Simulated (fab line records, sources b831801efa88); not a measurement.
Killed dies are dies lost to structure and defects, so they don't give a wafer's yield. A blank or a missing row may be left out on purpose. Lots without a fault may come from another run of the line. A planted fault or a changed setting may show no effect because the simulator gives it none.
A struck lot beside a sound one | flow gf180mcu | 14 steps out of a route of 602
Sound: wafers L148.4, L148.5, L148.6. Struck: wafers L159.1, L159.2, L159.3. The cause comes at the end.
At each step with rows: each side's tool, then ch and its chambers, then its first start. Under that, the readings that differ: sound wafers | struck wafers | difference of the means | sigmas: that difference in standard deviations of wafers without a fault.
alike: readings whose means differ by less than 2 such deviations, and words and numbers that are the same on both sides. not compared: withheld readings, readings that some wafer has no value for, bounds like >300 that may hide the same value, and numbers for which the record gives no deviation and whose values overlap.
The two part at a step that has a row with sigmas, a row that says differs or no value, or rows on one side only. Numbers that don't overlap but have no deviation are shown without sigmas and don't part them. A reading that every wafer of one side lacks parts them only if that side has two wafers or more.

GF_M3_SPUTTER_01: material TiN, target thk 30 nm, time 25 s.
  sound on pvd_sputter-02, day 21 03:55; struck on pvd_sputter-01, day 24 16:07
  alike: throttle_valve_pct
GF_M3_SPUTTER_02: material AlCu, target thk 450 nm, time 23.9 s.
  sound on pvd_sputter-02, day 21 03:57; struck on pvd_sputter-01, day 24 16:08
  alike: throttle_valve_pct
GF_M3_SPUTTER_03: material Ti, target thk 10 nm, time 6.7 s.
  sound on pvd_sputter-02, day 21 03:59; struck on pvd_sputter-01, day 24 16:10
  alike: throttle_valve_pct
GF_M3_SPUTTER_04: material TiN, target thk 50 nm, time 41.7 s.
  sound on pvd_sputter-02, day 21 04:00; struck on pvd_sputter-01, day 24 16:11
  alike: throttle_valve_pct
GF_M3_RS_MEAS_05: measures by four-point-probe.
  sound on film_metro-04, day 21 04:06; struck on film_metro-03, day 24 16:14
  alike: M3_ALCU_RS
GF_M3_THK_MEAS_06: measures by xrf.
  sound on film_metro-04, day 21 04:11; struck on film_metro-03, day 24 16:21
  alike: M3_ALCU_THK
then, 6 steps without rows for these wafers: GF_M3_DEHYDRATE_07 (time 60 s); GF_M3_HMDS_08 (prime time 60 s); GF_M3_COAT_09 (resist thk 1000 nm); GF_M3_SOFTBAKE_10 (time 60 s); GF_M3_EXPOSE_11 (exposes mask Metal3, target cd 280 nm); GF_M3_PEB_12 (peb time 90 s).
GF_M3_DEVELOP_13: develop time 60 s.
  sound on litho_track-02 ch 0, day 22 03:08; struck on litho_track-04, day 25 13:43
  no value came back on the struck wafers for chill_plate_temp_C (C), develop_time_s (s); on the sound wafers chill_plate_temp_C (C) reads 22.98 23.00 22.83
  reading                             | sound             | struck         | difference | sigmas
  model.KrF_of_M3_COAT_09.thk_nm (nm) | 984.4 987.2 983.3 | 1002 1002 1001 | +17        |
GF_M3_CD_MEAS_14: target cd 280 nm.
  sound on cd_sem-01, day 22 03:16; struck on cd_sem-01, day 25 13:52
  reading    | sound             | struck | difference                    | sigmas
  cd_nm (nm) | 280.1 280.2 279.9 | - - -  | no value on the struck wafers |

WHERE THEY PART
First at GF_M3_DEVELOP_13; last, within this record, at GF_M3_CD_MEAS_14.

WHY: what the simulator had put in
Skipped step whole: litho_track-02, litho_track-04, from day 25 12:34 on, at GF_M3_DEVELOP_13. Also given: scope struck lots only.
